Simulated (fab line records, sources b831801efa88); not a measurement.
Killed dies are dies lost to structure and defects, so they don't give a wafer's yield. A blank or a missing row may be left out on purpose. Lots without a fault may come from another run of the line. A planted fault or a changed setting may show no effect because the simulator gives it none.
One fault seen from 2 desks | flow gf180mcu | each desk has only its own numbers; what lay behind them comes last

THE TOOL OWNER'S DESK: cmp-02
The tool's own readings at GF_V1_CMP_04 (polishes SiO2): means of the sampled wafers that have a number, for each lot that ran on this tool. A lot is out of limits, marked OUT, if its mean lies more than 4 standard deviations from the usual mean; the brackets give that distance.
Columns: A = head_pressure_psi at GF_V1_CMP_04, usual 4.000 psi; B = motor_current_A at GF_V1_CMP_04, usual 12.5 A; C = time_to_endpoint_s at GF_V1_CMP_04, usual 80 s
lot  | first seen here | A     | B    | C
L617 | day 16 21:34    | 3.996 | 13.4 | 78
L621 | day 18 17:44    | 3.995 | 12.7 | 88
L625 | day 20 18:49    | 4.009 | 12.8 | 76
L627 | day 21 03:15    | 4.000 | 13.4 | 75
L629 | day 21 16:13    | 4.005 | 13.0 | 59 (-4.2) OUT
This desk's finding: out of limits on L629; first on L629, day 21 16:13 (time_to_endpoint_s at GF_V1_CMP_04). In limits: L617, L621, L625, L627.

THE METROLOGY DESK
What the gauges read, lot by lot, whatever tool the lot ran on: means of the sampled wafers that have a number. A lot is out of limits, marked OUT, if its mean lies more than 4 standard deviations from the usual mean; the brackets give that distance.
Columns: A = V1_CVD_00_THK at GF_V1_THK_MEAS_01, usual 601 nm; B = V1_BOW at GF_V1_BOW_MEAS_05, usual 80 um
lot  | first seen here | A   | B
L617 | day 16 21:22    | 595 | 83
L620 | day 18 07:28    | 602 | 89
L621 | day 18 17:14    | 602 | 75
L622 | day 19 08:20    | 605 | 75
L625 | day 20 18:26    | 601 | 82
L626 | day 21 02:08    | 609 | 77
L627 | day 21 03:05    | 594 | 86
L629 | day 21 15:53    | 606 | 77
L634 | day 23 07:29    | 606 | 77
L636 | day 24 02:04    | 598 | 85
L638 | day 25 02:56    | 603 | 76
L639 | day 25 03:07    | 600 | 68
L640 | day 25 08:01    | 606 | 79
This desk's finding: nothing out of limits on any of the 13 lots.

PUT TOGETHER
The tool owner's desk could have raised an alarm at day 21 16:13, on L629.
The metrology desk saw nothing out of limits.
The metrology desk has L629 on record, within its limits.
Of the lots named, all ran GF_V1_CMP_04 on cmp-02.

WHAT THE SIMULATOR HAD PUT IN
Process parameter drift: cmp-02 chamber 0, from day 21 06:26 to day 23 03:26, at GF_V1_CMP_04. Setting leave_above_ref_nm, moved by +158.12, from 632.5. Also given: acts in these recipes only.
Lots struck among those shown: L629.
Hours from the fault's start to each desk's first reading out of limits: the tool owner's desk, 10.
